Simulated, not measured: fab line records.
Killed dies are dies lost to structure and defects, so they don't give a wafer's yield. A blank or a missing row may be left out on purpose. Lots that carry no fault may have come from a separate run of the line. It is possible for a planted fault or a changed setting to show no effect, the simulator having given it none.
Which tool did it? | flow gf180mcu | 18 wafers from 6 lots sampled at 4 of the route's 602 steps

WHAT THE GAUGES READ, wafer by wafer
GF_V4_THK_MEAS_01.
lot  | measured     | on           | V4_CVD_00_THK (nm)
L608 | day 23 16:29 | filmMetro-04 | 1199 1211 1210 1200 1212 1209
L620 | day 27 22:15 | filmMetro-03 | 587 593 588
L622 | day 28 09:35 | filmMetro-03 | 608 605 605
L624 | day 29 01:31 | filmMetro-03 | 600 606 593
L627 | day 29 22:03 | filmMetro-03 | 605 605 603
L629 | day 30 04:04 | filmMetro-03 | 606 594 598

WHAT TOOL EACH LOT RAN ON (gives the tool, then ch and the chambers of the sampled wafers, and finally the start)
lot  | GF_V3_ETCH_16                     | GF_M4_SPUTTER_02            | GF_V4_CVD_00
L608 | rieDiel-04 ch 0,1,3, day 22 14:37 | pvdSputter-01, day 22 16:27 | hdpcvd-02 ch 0,1, day 23 16:08
L620 | rieDiel-02 ch 1,2,3, day 26 23:55 | pvdSputter-02, day 27 01:26 | hdpcvd-01 ch 0,1, day 27 22:11
L622 | rieDiel-03 ch 0,1,2, day 27 11:19 | pvdSputter-02, day 27 12:50 | hdpcvd-01 ch 1,2, day 28 09:30
L624 | rieDiel-02 ch 0,2,3, day 28 03:55 | pvdSputter-01, day 28 05:25 | hdpcvd-01 ch 0,1,2, day 29 01:25
L627 | rieDiel-02 ch 1,2,3, day 29 00:46 | pvdSputter-03, day 29 02:25 | hdpcvd-02 ch 0,2, day 29 21:58
L629 | rieDiel-02 ch 1,2,3, day 29 07:16 | pvdSputter-03, day 29 08:44 | hdpcvd-01 ch 0,1,2, day 30 03:59
- GF_V3_ETCH_16: etches BARC in N2/H2.
- GF_M4_SPUTTER_02: material AlCu, target thk 450 nm, time 23.9 s.
- GF_V4_CVD_00: deposits SiO2, target thk 600 nm, time 100 s.

THE ANSWER, worked out from the rows above alone
Rule: what is usual is taken from the lots themselves. The widest of any qualifying gaps counts: lots, ordered by their means at a reading, are off when they make up no more than a third of the lots, leave a main group of 4 or more, and stand apart from it by 3 or more times the standard deviation of that group's means. The tables above print the reading to a certain number of digits; a main group whose means all agree to those digits is not used. A lot without any number at a reading at which 4 lots or more have one is off too. The other lots that the step has rows for count as sound.
Off: L608, at GF_V4_THK_MEAS_01 (V4_CVD_00_THK). Mean 600 nm and standard deviation 5.8 in the main group.
If a tool, at a process step before that reading, ran all the lots that are off and no sound lot after the first of them, it fits. Gauges at GF_V4_THK_MEAS_01: tried the same way as those tools. This does not decide it: 2 tools fit, namely rieDiel-04 at GF_V3_ETCH_16 and filmMetro-04 at GF_V4_THK_MEAS_01.

WHAT THE SIMULATOR HAD PUT IN
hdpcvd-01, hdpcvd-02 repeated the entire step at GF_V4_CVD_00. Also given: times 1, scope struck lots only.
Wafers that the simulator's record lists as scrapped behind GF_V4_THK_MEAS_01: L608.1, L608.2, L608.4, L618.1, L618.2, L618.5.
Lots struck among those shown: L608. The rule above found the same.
